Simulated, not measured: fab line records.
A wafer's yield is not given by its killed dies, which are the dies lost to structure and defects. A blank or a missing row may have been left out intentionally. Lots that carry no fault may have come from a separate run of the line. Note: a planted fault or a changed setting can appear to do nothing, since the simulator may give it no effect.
Check for tools in common	flow gf180mcu	12 lots and 36 wafers in the sample

== WHY IT WAS OPENED ==
Of 12 lots, 2 have the reading PASSIVATION_CVD_00_THK flagged at GF_PASSIVATION_THK_MEAS_01. Fault-free wafers read 999 nm, with a standard deviation of 13.
Rule: a lot is flagged in two cases, either no wafer of it has a number, or all its wafers with numbers fall more than 4 standard deviations from that mean. As for the other lots, they are considered sound.

lot	measured	on	PASSIVATION_CVD_00_THK (nm), wafer by wafer	flag
L400	day 28 17:55	film metro-02	992 1010 1001	
L403	day 29 13:11	film metro-04	977 988 991	
L408	day 30 21:07	film metro-01	618 640 632	FLAGGED
L409	day 31 09:15	film metro-01	632 637 659	FLAGGED
L410	day 31 10:42	film metro-04	981 981 1005	
L412	day 32 03:44	film metro-01	1004 1002 1011	
L413	day 32 07:42	film metro-02	998 1008 999	
L414	day 32 16:28	film metro-01	1009 1019 1019	
L416	day 33 00:58	film metro-04	985 990 1012	
L417	day 33 14:13	film metro-01	1001 996 1006	
L420	day 33 22:04	film metro-04	1010 1003 1021	
L422	day 34 06:11	film metro-02	1005 1004 1027	
The mean of the flagged lots' numbers is 636 nm, -363 nm from the usual (-28 standard deviations).

== LOT BY LOT: THE TOOL USED ==
Before the reading, the record contains 2 process steps out of a 602-step route. Cell contents, in order: the tool; ch with the chambers the sampled wafers went through; the start.
lot	flag	GF_V5_ETCH_16	GF_PASSIVATION_CVD_00
L400		rie diel-02 ch 0,1,2, day 27 19:44	pecvd-03 ch 0,1,2, day 28 17:50
L403		rie diel-02 ch 1,2, day 28 12:23	pecvd-03 ch 0,1,2, day 29 13:07
L408	FLAGGED	rie diel-02 ch 0,1,3, day 30 00:08	pecvd-03 ch 0,1,2, day 30 21:02
L409	FLAGGED	rie diel-03 ch 0,1,3, day 30 12:46	pecvd-03 ch 0,1,2, day 31 09:10
L410		rie diel-03 ch 1,2,3, day 30 13:29	pecvd-02 ch 0,1,2, day 31 10:37
L412		rie diel-03 ch 0,1,2, day 31 08:08	pecvd-04 ch 0,2, day 32 03:40
L413		rie diel-03 ch 2,3, day 31 12:52	pecvd-02 ch 0,2, day 32 07:37
L414		rie diel-02 ch 2,3, day 31 21:29	pecvd-04 ch 0,2, day 32 16:23
L416		rie diel-02 ch 0,1,2, day 32 06:28	pecvd-02 ch 0,2, day 33 00:53
L417		rie diel-01 ch 2,3, day 32 19:02	pecvd-04 ch 1,2, day 33 14:08
L420		rie diel-03 ch 1,2,3, day 33 03:56	pecvd-04 ch 0,2, day 33 21:59
L422		rie diel-01 ch 0,1,2, day 33 13:11	pecvd-04 ch 0,1, day 34 06:05
These steps, and what they do:
- GF_V5_ETCH_16: etches BARC in N2/H2.
- GF_PASSIVATION_CVD_00: deposits SiO2 from TEOS, target thk 1000 nm, time 111.95 s.
- GF_PASSIVATION_THK_MEAS_01

== FLAGGED OVER TOTAL, TOOL BY TOOL (the gauges that took the reading come last) ==
step	tool	lots run	flagged	share of the flagged lots	sound lots run after its first flagged lot
GF_V5_ETCH_16	rie diel-01	2	0	none	-
GF_V5_ETCH_16	rie diel-02	5	1	some	2 (L414,L416)
GF_V5_ETCH_16	rie diel-03	5	1	some	4 (L410,L412,L413,L420)
GF_PASSIVATION_CVD_00	pecvd-02	3	0	none	-
GF_PASSIVATION_CVD_00	pecvd-03	4	2	all	0
GF_PASSIVATION_CVD_00	pecvd-04	5	0	none	-
GF_PASSIVATION_THK_MEAS_01	film metro-01	5	2	all	3 (L412,L414,L417)
GF_PASSIVATION_THK_MEAS_01	film metro-02	3	0	none	-
GF_PASSIVATION_THK_MEAS_01	film metro-04	4	0	none	-

== THE TABLE: WHAT IT ALLOWS ==
Table rows that saw every flagged lot: 2, namely pecvd-03 at GF_PASSIVATION_CVD_00 and film metro-01 at GF_PASSIVATION_THK_MEAS_01.
- pecvd-03 at GF_PASSIVATION_CVD_00: 2 of its 4 lots flagged. A fault beginning between L403 (day 29 13:07), its last sound lot, and L408 (day 30 21:02), its first flagged one, fits the data.
- film metro-01 at GF_PASSIVATION_THK_MEAS_01: 2 of its 5 lots flagged. After the first flagged lot (L412, L414, L417), sound lots still ran on it; a lasting fault on the whole tool would not permit that.
pecvd-03 at GF_PASSIVATION_CVD_00 is the single tool remaining.

== WHAT HAD BEEN PUT IN BY THE SIMULATOR ==
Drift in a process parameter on pecvd-03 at GF_PASSIVATION_CVD_00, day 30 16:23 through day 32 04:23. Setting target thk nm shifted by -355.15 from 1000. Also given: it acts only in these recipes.
Lots struck among those shown: L408, L409. This agrees with what the rule above found.
